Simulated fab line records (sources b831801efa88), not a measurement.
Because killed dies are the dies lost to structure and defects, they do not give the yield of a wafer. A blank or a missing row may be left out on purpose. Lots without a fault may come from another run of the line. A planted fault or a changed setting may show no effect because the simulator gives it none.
fab line records | flow sky130
record: lots: 6 | wafers: 17 | lastDay: 49
route steps=708 shown VT_ADJUST_LVTN@111 VT_ADJUST_NCORE@119 PAD_OPEN@708
lots that met no fault: taken from a fault-free run of the same line
startH: the number of hours between the record's first day and the start of the first shown wafer of the lot | waitH: hours from the lot's prior step to this one | " unchanged from the row above | L1.1+2: several wafers, shown together as one row | - value missing, or start not given | * or withheld: withheld | < > ~ a bound
route shown NAME@n: NAME is a module with steps in the file, n the number in the route of the first one | usual: mean/standard deviation of fault-free wafers | same: alike in all rows | chamber/n: place in a boat | sites: per-site readings | _std_site: their standard deviation | _edge_site: outer sites' mean less inner sites' | radiusMm: for every site, how far away it sits from the centre of the wafer | mask NAME#n: copy n | behind: the most recent tool/chamber to have shaped the wafer | hold: why the lot was held/for how many hours/how that ended | device: names the non-switching transistor (n, p or np) | end of line: tests run on the same wafers once the route is complete | where a step has no rows: the recipe by itself | killed: count of dies lost to structure and defects at first sort (not the wafer's yield) | map: dies across one wafer; x = killed, . = not, _ = none there
set.NAME: the setting that was run; set.NAME@STEP: the one run at that earlier step | model.NAME: the simulator's own value behind a step, which no gauge read
lots at some steps of the route; a table a step, a row a wafer
services: when a tool's chamber went out of use (startH, in hours from the record's first day, below 0 if earlier), for how many hours, and the reason
== steps ==
step: SKY_VT_ADJUST_LVTN_SOFTBAKE_14
recipe: tempC: 90 | timeS: 60 | resist: NOVOLAK
step: SKY_VT_ADJUST_LVTN_EXPOSE_15
recipe: maskId: HVN_STD_DERIVED | na: 0.6 | sourceShape: conventional | sigmaOuter: 0.6 | polarization: unpolarized | targetCdNm: 600 | doseMj: 163
step: SKY_VT_ADJUST_LVTN_PEB_16
recipe: tempC: withheld | timeS: * | resist: NOVOLAK
step: SKY_VT_ADJUST_LVTN_DEVELOP_17
recipe: resist: NOVOLAK | developer: TMAH | developTimeS: 60 | devTempC: 23
step: SKY_VT_ADJUST_LVTN_OVL_MEAS_18
usual: VT_ADJUST_LVTN_01_OVL: 0.9/1.5
lot.wafer | tool       | chamber | startH | waitH | VT_ADJUST_LVTN_01_OVL[nm]
L981.1    | overlay-01 | -       | 172.13 | 0.1   | 0.4
L981.2    | "          | -       | "      | "     | -0.3
L981.3    | "          | -       | "      | "     | 0.5
L983.1    | overlay-02 | -       | 185.34 | 0.1   | 0.6
L983.2    | "          | -       | "      | "     | 0.6
L983.4    | "          | -       | "      | "     | 0.6
L991.1    | overlay-01 | -       | 244.93 | 0.1   | -0.1
L991.4    | "          | -       | "      | "     | -0.7
L991.6    | "          | -       | "      | "     | -2.1
L992.1    | overlay-01 | -       | 249.37 | 0.1   | 2.6
L992.2    | "          | -       | "      | "     | 0.7
L992.3    | "          | -       | "      | "     | 2.1
L993.1    | overlay-01 | -       | 258.32 | 0.1   | 3.0
L993.3    | "          | -       | "      | "     | 1.2
L994.1    | overlay-02 | -       | 266.49 | 0.1   | 1.3
L994.4    | "          | -       | "      | "     | -0.4
L994.6    | "          | -       | "      | "     | 1.4
step: SKY_VT_ADJUST_LVTN_IMPLANT_19
recipe: species: B | energyKev: 30 | doseCm2: 6.5e+11 | tiltDeg: withheld
step: SKY_VT_ADJUST_LVTN_STRIP_20
recipe: chemistry: O2/N2 | powerW: 1400 | pressureMtorr: 1500 | platenTempC: withheld | o2FlowSccm: 3000 | n2FlowSccm: 300 | overashFraction: 0.5
usual: drypumpMotorCurrentA: 5.48/0.27 | oesProductAu: 0.715/0.0048 | stripTimeToEndpointS: 14.18/0.041
lot.wafer | tool           | chamber | startH | waitH | drypumpMotorCurrentA | oesProductAu | rfHoursCounterH | stripTimeToEndpointS
L981.1    | plasmaAsher-01 | 1       | 172.32 | 0.1   | 5.56                 | 0.714        | 36              | 14.22
L981.2    | "              | 0       | "      | "     | 5.31                 | 0.712        | 36              | 14.15
L981.3    | "              | 0       | "      | "     | 5.31                 | 0.722        | -               | 14.14
L983.1    | plasmaAsher-02 | 1       | 185.52 | 0.1   | 5.10                 | 0.709        | 49              | 14.15
L983.2    | "              | 0       | "      | "     | 5.85                 | 0.716        | 49              | 14.10
L983.4    | "              | 0       | "      | "     | 5.84                 | 0.718        | -               | 14.13
L991.1    | plasmaAsher-02 | 0       | 245.12 | 0.1   | 5.90                 | 0.712        | 55              | 14.24
L991.4    | "              | 1       | "      | "     | 5.10                 | 0.711        | -               | 14.24
L991.6    | "              | 0       | "      | "     | 5.88                 | 0.716        | -               | 14.27
L992.1    | plasmaAsher-02 | 1       | 249.56 | 0.1   | 5.09                 | 0.713        | 55              | 14.14
L992.2    | "              | 0       | "      | "     | 5.91                 | 0.715        | 55              | 14.15
L992.3    | "              | 0       | "      | "     | 5.89                 | 0.713        | -               | 14.17
L993.1    | plasmaAsher-01 | 0       | 258.51 | 0.1   | 5.33                 | 0.712        | 45              | 14.21
L993.3    | "              | 0       | "      | "     | 5.30                 | 0.716        | -               | 14.17
L994.1    | plasmaAsher-03 | 0       | 266.67 | 0.1   | 5.72                 | 0.720        | 58              | 14.22
L994.4    | "              | 0       | "      | "     | 5.72                 | 0.712        | -               | 14.21
L994.6    | "              | 1       | "      | "     | 5.49                 | 0.713        | -               | 14.26
step: SKY_VT_ADJUST_LVTN_TW_MEAS_21
usual: VT_ADJUST_LVTN_2_TW: 187.8/1.5
lot.wafer | tool         | chamber | startH | waitH | VT_ADJUST_LVTN_2_TW
L981.1    | filmMetro-02 | -       | 172.42 | 0.1   | 188.1
L981.2    | "            | -       | "      | "     | 188.5
L981.3    | "            | -       | "      | "     | 188.4
L983.1    | filmMetro-04 | -       | 185.62 | 0.1   | 189.3
L983.2    | "            | -       | "      | "     | 189.1
L983.4    | "            | -       | "      | "     | 188.2
L991.1    | filmMetro-02 | -       | 245.22 | 0.1   | 187.7
L991.4    | "            | -       | "      | "     | 188.3
L991.6    | "            | -       | "      | "     | 187.5
L992.1    | filmMetro-03 | -       | 249.66 | 0.1   | 187.1
L992.2    | "            | -       | "      | "     | 186.8
L992.3    | "            | -       | "      | "     | 186.6
L993.1    | filmMetro-02 | -       | 258.61 | 0.1   | 188.0
L993.3    | "            | -       | "      | "     | 187.0
L994.1    | filmMetro-03 | -       | 266.77 | 0.1   | 185.3
L994.4    | "            | -       | "      | "     | 185.1
L994.6    | "            | -       | "      | "     | 185.1
step: SKY_VT_ADJUST_NCORE_DEHYDRATE_00
recipe: tempC: 200 | timeS: 60
step: SKY_VT_ADJUST_NCORE_HMDS_01
recipe: primeTimeS: 60 | primeTempC: 120
step: SKY_VT_ADJUST_NCORE_COAT_02
recipe: resist: NOVOLAK | spinRpm: 3000 | resistThkNm: 1140
step: SKY_VT_ADJUST_NCORE_SOFTBAKE_03
recipe: tempC: 90 | timeS: 60 | resist: NOVOLAK
step: SKY_VT_ADJUST_NCORE_EXPOSE_04
recipe: maskId: LVTN_COMPLEMENT_THIN | na: 0.6 | sourceShape: conventional | sigmaOuter: 0.6 | polarization: unpolarized | targetCdNm: 380 | doseMj: 139
lot.wafer  | tool            | chamber | startH | waitH | mask
L981.1+2+3 | ilineStepper-02 | 0       | 182.81 | -     | LVTN_COMPLEMENT_THIN#0
L983.1+2+4 | ilineStepper-01 | 0       | 196.50 | -     | LVTN_COMPLEMENT_THIN#0
L991.1+4+6 | ilineStepper-02 | 0       | 256.93 | -     | LVTN_COMPLEMENT_THIN#0
L992.1+2+3 | ilineStepper-01 | 0       | 262.11 | -     | LVTN_COMPLEMENT_THIN#0
L993.1+3   | ilineStepper-01 | 0       | 270.62 | -     | LVTN_COMPLEMENT_THIN#0
L994.1+4+6 | ilineStepper-01 | 0       | 279.07 | -     | LVTN_COMPLEMENT_THIN#0
step: SKY_VT_ADJUST_NCORE_PEB_05
recipe: tempC: withheld | timeS: * | resist: NOVOLAK
step: SKY_VT_ADJUST_NCORE_DEVELOP_06
recipe: resist: NOVOLAK | developer: TMAH | developTimeS: 60 | devTempC: 23
step: SKY_VT_ADJUST_NCORE_CD_MEAS_07
recipe: targetCdNm: 380
usual: cdNm: 380.3/2.6
lot.wafer | tool     | chamber | startH | waitH | hold                    | cdNm
L981.1    | cdSem-02 | -       | 193.11 | 0.1   | -                       | 377.5
L981.2    | "        | -       | "      | "     | -                       | 376.2
L981.3    | "        | -       | "      | "     | -                       | 375.1
L983.1    | cdSem-01 | -       | 207.33 | 0.1   | -                       | 377.1
L983.2    | "        | -       | "      | "     | -                       | 377.1
L983.4    | "        | -       | "      | "     | -                       | 377.5
L991.1    | cdSem-01 | -       | 268.53 | 0.2   | -                       | 380.8
L991.4    | "        | -       | "      | "     | -                       | 381.2
L991.6    | "        | -       | "      | "     | -                       | 380.5
L992.1    | cdSem-02 | -       | 274.06 | 0.1   | -                       | 383.0
L992.2    | "        | -       | "      | "     | -                       | 381.6
L992.3    | "        | -       | "      | "     | -                       | 381.5
L993.1    | cdSem-02 | -       | 282.17 | 0.1   | awaitDispo/0.2h/release | 351.4
L993.3    | "        | -       | "      | "     | awaitDispo/0.2h/release | 380.4
L993.1    | cdSem-02 | -       | 282.46 | 0.3   | -                       | 351.9
L993.3    | "        | -       | "      | "     | -                       | 380.2
L994.1    | cdSem-02 | -       | 290.77 | 0.1   | awaitDispo/0.2h/release | 351.9
L994.4    | "        | -       | "      | "     | awaitDispo/0.2h/release | 378.5
L994.6    | "        | -       | "      | "     | awaitDispo/0.2h/release | 379.6
L994.1    | cdSem-02 | -       | 291.06 | 0.3   | -                       | 352.0
L994.4    | "        | -       | "      | "     | -                       | 378.7
L994.6    | "        | -       | "      | "     | -                       | 379.3
step: SKY_VT_ADJUST_NCORE_OVL_MEAS_08
usual: VT_ADJUST_NCORE_OVL: -0.5/1.5
lot.wafer | tool       | chamber | startH | waitH | hold                    | VT_ADJUST_NCORE_OVL[nm]
L981.1    | overlay-01 | -       | 193.23 | 0.1   | -                       | 0.9
L981.2    | "          | -       | "      | "     | -                       | -2.6
L981.3    | "          | -       | "      | "     | -                       | 1.3
L983.1    | overlay-01 | -       | 207.45 | 0.1   | -                       | -0.6
L983.2    | "          | -       | "      | "     | -                       | -1.1
L983.4    | "          | -       | "      | "     | -                       | 0.2
L991.1    | overlay-02 | -       | 268.65 | 0.1   | -                       | -1.5
L991.4    | "          | -       | "      | "     | -                       | -2.3
L991.6    | "          | -       | "      | "     | -                       | -2.1
L992.1    | overlay-02 | -       | 274.18 | 0.1   | -                       | -2.4
L992.2    | "          | -       | "      | "     | -                       | -2.0
L992.3    | "          | -       | "      | "     | -                       | -2.1
L993.1    | overlay-02 | -       | 283.52 | 1.0   | awaitDispo/0.9h/release | 0.1
L993.3    | "          | -       | "      | "     | awaitDispo/0.9h/release | 0.1
L994.1    | overlay-02 | -       | 293.57 | 2.5   | awaitDispo/2.4h/release | -1.3
L994.4    | "          | -       | "      | "     | awaitDispo/2.4h/release | 0.0
L994.6    | "          | -       | "      | "     | awaitDispo/2.4h/release | -0.4
step: SKY_PAD_OPEN_PROBE_99
usual: killed_at_M0_to_M3: 45/6.9 | killed_at_M4_up: 3.0/1.7 | killedAtContacts: 25/5.6 | killedAtFrontEnd: 15/4.2 | killedAtOther: 0.3/0.55 | killedDies: 89/9.6 | killedOpen: 49/7.2 | killedShort: 39/6.5
same: grossDies: 492 | killedAtBackSide: 0
lot.wafer | tool      | chamber | startH  | waitH | killed_at_M0_to_M3 | killed_at_M4_up | killedAtContacts | killedAtFrontEnd | killedAtOther | killedDies | killedOpen | killedShort
L994.1    | prober-02 | -       | 1164.16 | 0.1   | 36                 | 7               | 25               | 21               | 0             | 89         | 44         | 44
L994.4    | prober-02 | -       | 1164.31 | 0.2   | 57                 | 4               | 25               | 12               | 0             | 98         | 63         | 35
L994.6    | prober-02 | -       | 1164.41 | 0.2   | 33                 | 4               | 29               | 18               | 1             | 85         | 46         | 39
killed by level:class
L994.1 CONTACT:geometricParticle:open=8 VIA2:geometricParticle:open=8 FIELD_ISO:geometricParticle:short=6 LI_CONTACT:geometricParticle:open=6 CONTACT:geometricParticle:short=5 VIA2:geometricParticle:short=5 POLY_GATE:geometricParticle:open=4 VIA1:geometricParticle:short=4
L994.4 VIA1:geometricParticle:open=18 VIA3:geometricParticle:open=12 CONTACT:geometricParticle:open=10 VIA2:geometricParticle:open=6 FIELD_ISO:geometricParticle:open=5 CONTACT:geometricParticle:short=5 METAL1:geometricParticle:short=5 LOCAL_INTERCONNECT:geometricParticle:short=4
L994.6 CONTACT:geometricParticle:open=11 LI_CONTACT:geometricParticle:open=7 FIELD_ISO:geometricParticle:short=5 VIA1:geometricParticle:short=5 METAL3:geometricParticle:short=5 VIA3:geometricParticle:open=5 POLY_GATE:geometricParticle:short=4 POLY_GATE:geometricParticle:open=4
== services ==
tool            | chamber | startH | hours | kind
ilineStepper-01 | -       | 149.11 | 2.1   | pm
ilineStepper-01 | -       | 151.19 | -     | consumableReplace:lamp
ilineStepper-02 | -       | 162.82 | 1.7   | pm
plasmaAsher-03  | -       | 175.67 | 2.1   | repair
ilineStepper-01 | -       | 177.28 | 4.3   | pm
ilineStepper-01 | 0       | 193.22 | -     | calibration
ilineStepper-01 | -       | 214.56 | 4.7   | repair
plasmaAsher-01  | -       | 264.31 | 7.3   | repair
== key ==
firstSign: step: SKY_VT_ADJUST_NCORE_CD_MEAS_07 | reading: visit | direction: added
effect: step: SKY_VT_ADJUST_NCORE_CD_MEAS_07 | reading: cdNm | direction: down | sigmas: 11 | usual: 380.3 | struck: 351.6
metAt SKY_VT_ADJUST_NCORE_EXPOSE_04
struckWafers L993.1,L994.1
testerLeftOut L993,L994
onsetBetween 262.11 270.62
fault: kind: processParameterDrift | tool: ilineStepper-01 | chamber: - | onsetH: 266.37 | steps: SKY_VT_ADJUST_NCORE_EXPOSE_04 | channel: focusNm | offset: 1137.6 | shape: step | endH: 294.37 | scope: struckWafersOnly
testerLeftOut: of these lots the tester's yield and bins aren't shown, on N5 and GAA mostly nor the transistor test; their killed dies are dies lost to structure and defects alone, not to doping, threshold or leakage, so they don't give the yield
